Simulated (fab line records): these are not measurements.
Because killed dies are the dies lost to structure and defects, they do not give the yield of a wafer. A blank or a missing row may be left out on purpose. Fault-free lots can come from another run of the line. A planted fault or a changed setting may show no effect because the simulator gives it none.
The tool behind it: which one? ; flow sky130 ; 12 lots, 36 wafers sampled, at 5 steps of a route of 708

WHAT THE GAUGES READ, wafer by wafer
SKY_SD_N_RS_MEAS_16: measures by four-point-probe.
lot;measured;on;SD_N_RS (ohm/sq)
L878;day 28 01:43;film metro-04;68.40 68.58 68.53
L881;day 28 13:10;film metro-03;68.62 68.54 68.58
L880;day 28 17:28;film metro-02;68.37 68.36 68.36
L882;day 29 00:19;film metro-02;68.43 68.56 68.53
L885;day 30 11:34;film metro-02;68.24 68.25 68.23
L886;day 30 11:50;film metro-04;68.59 68.58 68.53
L887;day 30 18:59;film metro-04;68.46 68.57 68.57
L888;day 31 07:37;film metro-04;68.75 68.70 68.72
L892;day 32 13:01;film metro-03;69.95 69.86 70.10
L893;day 32 19:08;film metro-02;69.80 69.61 69.70
L899;day 34 15:23;film metro-02;68.45 68.07 68.37
L901;day 35 13:07;film metro-04;68.65 68.70 68.63

SKY_VIA1_CD_MEAS_12: the cd target is 150 nm.
lot;measured;on;cd nm (nm)
L878;day 33 18:28;cd sem-02;149.2 150.1 150.9
L881;day 34 07:49;cd sem-01;147.8 148.2 147.3
L880;day 34 14:13;cd sem-02;151.5 152.7 152.7
L882;day 34 19:13;cd sem-01;149.4 148.5 149.2
L885;day 36 06:14;cd sem-01;149.9 148.9 148.5
L886;day 36 08:13;cd sem-01;152.7 151.5 151.7
L887;day 36 15:07;cd sem-02;150.1 150.5 150.6
L888;day 37 03:02;cd sem-01;150.6 147.9 148.3
L892;day 38 10:10;cd sem-02;148.4 150.2 148.3
L893;day 38 15:35;cd sem-02;150.2 149.4 150.0
L899;day 40 11:40;cd sem-02;151.7 152.1 152.0
L901;day 41 06:02;cd sem-02;150.8 150.6 150.1

TOOL THAT RAN EACH LOT (tool first, then ch and the chambers of the sampled wafers, then the start)
lot;SKY_SD_N_IMPLANT_10;SKY_LOCAL_INTERCONNECT_STRIP_15;SKY_VIA1_CMP_02
L878;implanter-03 ch 0, day 28 01:11;plasma asher-01 ch 0,1, day 30 09:04;cmp-02 ch 0,1,3, day 32 16:26
L881;implanter-03 ch 0, day 28 12:37;plasma asher-02 ch 0,1, day 30 21:01;cmp-01 ch 0,1,3, day 33 05:34
L880;implanter-01 ch 0, day 28 16:56;plasma asher-02 ch 0,1, day 31 02:14;cmp-02 ch 0,2,3, day 33 12:02
L882;implanter-01 ch 0, day 28 23:44;plasma asher-03 ch 0,1, day 31 07:01;cmp-02 ch 0,2, day 33 16:14
L885;implanter-02 ch 0, day 30 11:02;plasma asher-02 ch 0,1, day 32 18:40;cmp-02 ch 1,2,3, day 35 03:05
L886;implanter-01 ch 0, day 30 11:15;plasma asher-02 ch 0,1, day 32 19:11;cmp-02 ch 0,2,3, day 35 04:52
L887;implanter-02 ch 0, day 30 18:28;plasma asher-02 ch 0,1, day 33 02:58;cmp-01 ch 0,2,3, day 35 12:12
L888;implanter-01 ch 0, day 31 07:05;plasma asher-01 ch 0,1, day 33 14:47;cmp-01 ch 0,2,3, day 35 23:54
L892;implanter-01 ch 0, day 32 12:28;plasma asher-01 ch 0,1, day 34 21:07;cmp-02 ch 1,2,3, day 37 07:47
L893;implanter-01 ch 0, day 32 18:36;plasma asher-03 ch 0,1, day 35 02:40;cmp-01 ch 0,1,2, day 37 13:10
L899;implanter-03 ch 0, day 34 14:52;plasma asher-02 ch 0,1, day 37 00:07;cmp-02 ch 0,1,3, day 39 10:10
L901;implanter-01 ch 0, day 35 12:35;plasma asher-01 ch 0,1, day 37 21:50;cmp-01 ch 0,1, day 40 06:22
- SKY_SD_N_IMPLANT_10
- SKY_LOCAL_INTERCONNECT_STRIP_15: strips in O2/N2.
- SKY_VIA1_CMP_02: polishes SiO2.

AS READ BY THE TOOLS THEMSELVES (means over the sampled wafers that have a number; for cases with no such wafer, the mark the record gives instead)
SKY_SD_N_IMPLANT_10.
lot;tool;dose ions cm2;faraday current uA
L878;implanter-03;1.0014e+14;471
L881;implanter-03;9.9973e+13;476
L880;implanter-01;1.0002e+14;520
L882;implanter-01;1.0011e+14;504
L885;implanter-02;1.0008e+14;572
L886;implanter-01;1.0006e+14;512
L887;implanter-02;9.9987e+13;564
L888;implanter-01;9.9977e+13;508
L892;implanter-01;4.0303e+13;230
L893;implanter-01;4.0187e+13;223
L899;implanter-03;1.0018e+14;469
L901;implanter-01;1.0017e+14;499

SKY_LOCAL_INTERCONNECT_STRIP_15.
lot;tool;drypump motor current A (A);n2 flow sccm (sccm);oes product au (a.u.);strip time to endpoint s (s)
L878;plasma asher-01;5.3;300.1;0.423;4.719
L881;plasma asher-02;5.4;300.7;0.427;4.725
L880;plasma asher-02;5.4;300.3;0.428;4.738
L882;plasma asher-03;5.6;299.6;0.430;4.729
L885;plasma asher-02;5.3;300.0;0.422;4.694
L886;plasma asher-02;5.3;300.8;0.431;4.711
L887;plasma asher-02;5.3;299.5;0.426;4.752
L888;plasma asher-01;5.8;300.2;0.426;4.704
L892;plasma asher-01;5.7;300.4;0.422;4.722
L893;plasma asher-03;5.5;299.7;0.426;4.699
L899;plasma asher-02;5.4;301.7;0.424;4.713
L901;plasma asher-01;5.7;299.2;0.427;4.735

SKY_VIA1_CMP_02.
lot;tool;motor current A (A);slurry filter dp kPa (kPa)
L878;cmp-02;12.6;13.49
L881;cmp-01;11.9;13.54
L880;cmp-02;12.0;13.48
L882;cmp-02;11.6;13.41
L885;cmp-02;12.3;13.55
L886;cmp-02;11.6;13.53
L887;cmp-01;12.0;13.49
L888;cmp-01;12.3;13.48
L892;cmp-02;12.4;13.43
L893;cmp-01;11.9;13.53
L899;cmp-02;12.1;13.46
L901;cmp-01;12.0;13.57

THE ANSWER, worked out from the rows above alone
Rule: the lots themselves supply what counts as usual. Put in order of their means at a reading, lots are off if they are a third of the lots or fewer, leave a main group of 4 or more, and stand apart from it by a gap of 3 or more times the standard deviation of the main group's means; of several such gaps the widest counts. A main group whose means are all the same, to the digits that the tables above print for the reading, isn't used. A lot without any number at a reading at which 4 lots or more have one is off too. All remaining lots with rows at the step are treated as sound. Order of review: gauges by route order, followed by the tools' own readings, for which a lot's mean as printed above is used. The first step at which some lot is off is used, and at that step the reading that is off furthest; a lot without a number counts as furthest.
Off: L892, L893, seen at SKY_SD_N_RS_MEAS_16 (SD_N_RS). The main group: mean 68.50 ohm/sq, standard deviation 0.15.
If a tool, at a process step before that reading, ran all the lots that are off and no sound lot after the first of them, it fits. The gauges at SKY_SD_N_RS_MEAS_16 aren't tried: what is off there is off at SKY_SD_N_IMPLANT_10 too, on other tools, and a gauge's error can't cause that. Not one of the candidates tried fits.

WHAT HAD BEEN PUT IN BY THE SIMULATOR
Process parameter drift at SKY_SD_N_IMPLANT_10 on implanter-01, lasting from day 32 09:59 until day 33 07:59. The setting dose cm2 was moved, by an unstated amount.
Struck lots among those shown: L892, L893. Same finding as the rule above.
